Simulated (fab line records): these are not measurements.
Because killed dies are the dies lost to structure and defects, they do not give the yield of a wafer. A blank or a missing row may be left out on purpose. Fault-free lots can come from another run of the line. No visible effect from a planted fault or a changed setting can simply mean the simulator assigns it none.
Comparing a struck lot with a sound one	flow sky130	43 steps out of a route of 708
Sound: the wafers L528.3, L528.5, L528.6. Struck: wafers L544.1, L544.4, L544.5. Last of all comes the cause.
Each step with rows lists, per side, the tool, then ch with its chambers, then its first start. Under that, the readings that differ: sound wafers	struck wafers	difference of the means	sigmas: that difference in standard deviations of wafers without a fault.
alike: a reading whose means differ by less than 2 such deviations, as well as words and numbers matching on both sides. not compared: withheld readings; readings where some wafer has no value; bounds like >300 that might hide an equal value; numbers whose values overlap and for which the record gives no deviation.
Wherever a step has rows on one side only, a row that says differs or no value, or a row with sigmas, the two part there. Numbers that don't overlap but have no deviation are shown without sigmas and don't part them. A reading missing from all wafers of one side parts the sides only when that side holds two or more wafers.

SKY_GATE_OXIDE_TW_MEAS_14:
  sound: film metro-03 at day 15 17:10; struck: film metro-02 at day 21 07:12
reading	sound	struck	difference	sigmas
GATE_OXIDE_TW	221.2 223.0 222.3	226.3 225.6 227.5	+4.3	+2
then, 3 steps without rows for these wafers: SKY_GATE_OXIDE_CLEAN_15 (cleans in SC1/SC2, time 150 s); SKY_GATE_OXIDE_OXIDATION_16 (stabilise 600 s, purge 300 s, target thk 3.57 nm); SKY_POLY_GATE_CVD_00 (deposits poly-Si, target thk 180 nm, time 720 s).
SKY_POLY_GATE_THK_MEAS_01:
  sound: film metro-03 at day 16 02:40; struck: film metro-01 at day 21 11:08
  alike: POLY_GATE_CVD_00_THK
then, 7 steps without rows for these wafers: SKY_RES_PROTECT_DEHYDRATE_00 (time 60 s); SKY_RES_PROTECT_HMDS_01 (prime time 60 s); SKY_RES_PROTECT_COAT_02 (resist thk 1140 nm); SKY_RES_PROTECT_SOFTBAKE_03 (time 60 s); SKY_RES_PROTECT_EXPOSE_04 (exposes mask RPM, target cd 1270 nm); SKY_RES_PROTECT_PEB_05; SKY_RES_PROTECT_DEVELOP_06 (develop time 60 s).
SKY_POLY_GATE_IMPLANT_02:
  sound on implanter-02 ch 0, day 17 07:01; struck on implanter-02 ch 0, day 22 17:12
  alike: faraday current uA
SKY_RES_PROTECT_STRIP_07: strips in O2/N2.
  sound on plasma asher-03 ch 0,1, day 17 07:09; struck on plasma asher-03 ch 0,1, day 22 17:21
  alike: drypump motor current A, oes product au, strip time to endpoint s
  not compared: rf hours counter h
SKY_RES_PROTECT_TW_MEAS_08:
  sound: film metro-03 at day 17 07:14; struck: film metro-04 at day 22 17:27
  alike: POLY_GATE_TW
then, 2 steps without rows for these wafers: SKY_RES_PROTECT_CLEAN_09 (cleans in SC1/SC2, time 150 s); SKY_POLY_GATE_CVD_03 (deposits Si3N4 from DCS/NH3, target thk 75 nm, time 1290 s).
SKY_POLY_GATE_THK_MEAS_04:
  sound: film metro-02 at day 17 08:59; struck: film metro-02 at day 22 22:16
  alike: POLY_GATE_CVD_03_THK
then, 8 steps without rows for these wafers: SKY_POLY_GATE_DEHYDRATE_05 (time 60 s); SKY_POLY_GATE_HMDS_06 (prime time 60 s); SKY_POLY_GATE_COAT_07 (resist thk 110 nm); SKY_POLY_GATE_COAT_08 (resist thk 450 nm); SKY_POLY_GATE_SOFTBAKE_09 (time 90 s); SKY_POLY_GATE_EXPOSE_10 (exposes mask P1M, target cd 150 nm); SKY_POLY_GATE_PEB_11; SKY_POLY_GATE_DEVELOP_12 (develop time 60 s).
SKY_POLY_GATE_CD_MEAS_13 targets a cd of 150 nm.
  sound: cd sem-02 at day 18 14:25; struck: cd sem-02 at day 24 03:50
  alike: cd nm
SKY_POLY_GATE_OVL_MEAS_14:
  sound: overlay-01 at day 18 14:30; struck: overlay-02 at day 24 03:58
  alike: POLY_GATE_OVL
SKY_POLY_GATE_ETCH_15: etches BARC in N2/H2, stops on SiO2, time 118.5 s, target depth 110 nm.
  sound on rie diel-04 ch 1,2,3, day 18 14:31; struck on rie diel-04 ch 2,3, day 24 03:59
  alike: drypump motor current A, oes product au, throttle valve pct
  not compared: rf hours counter h
SKY_POLY_GATE_ETCH_16: etches Si3N4 in CH3F/O2, stops on poly-Si, time 147.5 s, target depth 75 nm.
  sound on rie diel-04 ch 1,2,3, day 18 14:37; struck on rie diel-04 ch 2,3, day 24 04:04
  alike: ch3f flow sccm, drypump motor current A, oes product au, throttle valve pct
  not compared: rf hours counter h
SKY_POLY_GATE_ETCH_17: etches poly-Si in HBr/Cl2, stops on SiO2, target depth 180 nm, time 70.5 s.
  sound on rie si-02 ch 0,1,3, day 18 14:43; struck on rie si-01 ch 1,2, day 24 04:10
  alike: drypump motor current A, oes product au, throttle valve pct
  not compared: rf hours counter h
SKY_POLY_GATE_STRIP_18: strips in O2/N2.
  sound on plasma asher-01 ch 0,1, day 18 14:47; struck on plasma asher-01 ch 0,1, day 24 04:14
  alike: drypump motor current A, oes product au, strip time to endpoint s
  not compared: rf hours counter h
then, 2 steps without rows for these wafers: SKY_POLY_GATE_CLEAN_19 (cleans in SC1/SC2, time 150 s); SKY_POLY_GATE_OXIDATION_20 (stabilise 600 s, purge 300 s, target thk 4 nm).
SKY_POLY_GATE_THK_MEAS_21:
  sound: film metro-03 at day 18 16:58; struck: film metro-03 at day 24 08:04
  alike: POLY_GATE_OXIDATION_THK
SKY_POLY_GATE_CD_MEAS_22:
  sound: cd sem-02 at day 18 17:04; struck: cd sem-02 at day 24 08:08
  alike: cd nm
then, 6 steps without rows for these wafers: SKY_LDD_N_DEHYDRATE_00 (time 60 s); SKY_LDD_N_HMDS_01 (prime time 60 s); SKY_LDD_N_COAT_02 (resist thk 300 nm); SKY_LDD_N_SOFTBAKE_03 (time 60 s); SKY_LDD_N_EXPOSE_04 (exposes mask NTM, target cd 840 nm); SKY_LDD_N_PEB_05.
-- the record jumps here: 26 days lie between the struck wafers' starts before and after (it left off in module LDD_N and takes up again in module PAD_OPEN, whose first step shown is number 708 of the route) --
SKY_PAD_OPEN_PROBE_99:
  sound: prober-02 at day 47 05:01; struck: prober-01 at day 50 13:35
reading	sound	struck	difference	sigmas
killed short	35 38 36	57 42 53	+14	+2
model.etest.licon poly.rc ohm	151.9 157 146.6	159.3 164.2 162.7	+10.2	
model.etest.res poly.rs ohm sq rim less centre	0.8891 0.2588 -0.4372	-2.725 -2.565 -3.376	-3.126	
model.etest.res poly.rs ohm sq range	1.968 1.034 0.856	2.931 2.824 4.201	+2.033	
  alike: killed_at_M0_to_M3, killed_at_M4_up, killed at contacts, killed at front end, killed dies, killed open
  not compared: model.etest.res poly.rs ohm sq

## WHERE THEY PART
First at SKY_GATE_OXIDE_TW_MEAS_14; last, within this record, at SKY_PAD_OPEN_PROBE_99.

WHY: what the simulator had put in
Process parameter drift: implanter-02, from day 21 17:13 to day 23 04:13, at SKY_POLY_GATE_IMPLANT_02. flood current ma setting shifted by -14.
